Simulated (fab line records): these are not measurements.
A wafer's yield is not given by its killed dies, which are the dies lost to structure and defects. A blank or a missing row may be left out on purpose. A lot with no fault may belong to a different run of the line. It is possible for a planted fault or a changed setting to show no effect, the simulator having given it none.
Comparing a struck lot with a sound one ; flow sky130 ; 18 out of 708 route steps
Sound: the wafers L791.4, L791.5, L791.6. Struck: wafers L801.3, L801.4 (left out: L801.5, a lot-mate that was not struck); the cause follows at the end.
Order at every step that has rows: each side's tool, ch and its chambers, its first start. Under that, the readings that differ: sound wafers ; struck wafers ; difference of the means ; sigmas: that difference in standard deviations of wafers without a fault.
alike: a reading whose means differ by less than 2 such deviations, as well as words and numbers matching on both sides. not compared: withheld readings; readings where some wafer has no value; bounds like >300 that might hide an equal value; numbers whose values overlap and for which the record gives no deviation.
Wherever a step has rows on one side only, a row that says differs or no value, or a row with sigmas, the two part there. Numbers that don't overlap but have no deviation are shown without sigmas and don't part them. Lack of a reading on every wafer of one side parts them only where that side has two or more wafers.

first, 3 steps without rows for these wafers: SKY_POLY_CUT_EXPOSE_05 (exposes mask NPCM, target cd 270 nm); SKY_POLY_CUT_PEB_06; SKY_POLY_CUT_DEVELOP_07 (develop time 60 s).
SKY_POLY_CUT_CD_MEAS_08 targets a cd of 270 nm.
  sound: cd-sem-01 at day 29 21:49; struck: cd-sem-02 at day 32 04:17
  alike: cd-nm
SKY_POLY_CUT_OVL_MEAS_09:
  sound: overlay-02 at day 29 21:53; struck: overlay-02 at day 32 04:23
  alike: POLY_CUT_OVL
SKY_POLY_CUT_ETCH_10: etches BARC in N2/H2, stops on SiO2, time 45.9 s, target depth 60 nm.
  sound on rie-diel-04 ch 0,2,3, day 29 21:54; struck on rie-diel-02 ch 1,2, day 32 04:24
  alike: drypump-motor-current-A, h2-flow-sccm, oes-product-au, throttle-valve-pct
  not compared: rf-hours-counter-h
SKY_POLY_CUT_ETCH_11: etches Si3N4 in CF4/CH2F2/Ar, stops on poly-Si, time 42.5 s, target depth 60 nm.
  sound on rie-diel-04 ch 0,2,3, day 29 21:56; struck on rie-diel-02 ch 1,2, day 32 04:26
  alike: drypump-motor-current-A, oes-product-au, throttle-valve-pct
  not compared: rf-hours-counter-h
SKY_POLY_CUT_STRIP_12: strips in O2/N2.
  sound on plasma-asher-03 ch 0,1, day 29 22:01; struck on plasma-asher-01 ch 0,1, day 32 04:31
  alike: drypump-motor-current-A, oes-product-au, strip-time-to-endpoint-s
  not compared: rf-hours-counter-h
then, 4 steps without rows for these wafers: SKY_SD_P_DEHYDRATE_00 (time 60 s); SKY_SD_P_HMDS_01 (prime time 60 s); SKY_SD_P_COAT_02 (resist thk 1140 nm); SKY_SD_P_SOFTBAKE_03 (time 60 s).
SKY_SD_P_EXPOSE_04: exposes mask PSDM, target cd 380 nm.
  sound on iline-stepper-01 ch 0, day 30 11:11; struck on iline-stepper-01 ch 0, day 32 18:32
  alike: mask
then, 2 steps without rows for these wafers: SKY_SD_P_PEB_05; SKY_SD_P_DEVELOP_06 (develop time 60 s).
SKY_SD_P_CD_MEAS_07 targets a cd of 380 nm.
  sound: cd-sem-02 at day 31 00:37; struck: cd-sem-02 at day 33 06:19
reading;sound;struck;difference;sigmas
cd-nm (nm);381.1 379.3 381.3;351.2 351.6;-29.2;-11
  not compared: hold
SKY_SD_P_OVL_MEAS_08:
  sound: overlay-01 at day 31 00:41; struck: overlay-02 at day 33 08:27
reading;sound;struck;difference;sigmas
hold;- - -;await-dispo/2.0h/release await-dispo/2.0h/release;no value on the sound wafers;
  alike: SD_P_OVL
-- here the record skips 18 days between the struck wafers' starts before and after, leaving off in module SD_P and picking up in module PAD_OPEN (first step shown: number 708 of the route) --
SKY_PAD_OPEN_PROBE_99:
  sound: prober-01 at day 49 11:22; struck: prober-02 at day 51 00:07
  alike: killed_at_M0_to_M3, killed_at_M4_up, killed-at-contacts, killed-at-front-end, killed-at-other, killed-dies, killed-open, killed-short

== WHERE THEY PART ==
First at SKY_SD_P_CD_MEAS_07; last, within this record, at SKY_SD_P_OVL_MEAS_08. Later steps at which nothing parts them and some readings are alike: SKY_PAD_OPEN_PROBE_99.

WHY: the cause the simulator had injected
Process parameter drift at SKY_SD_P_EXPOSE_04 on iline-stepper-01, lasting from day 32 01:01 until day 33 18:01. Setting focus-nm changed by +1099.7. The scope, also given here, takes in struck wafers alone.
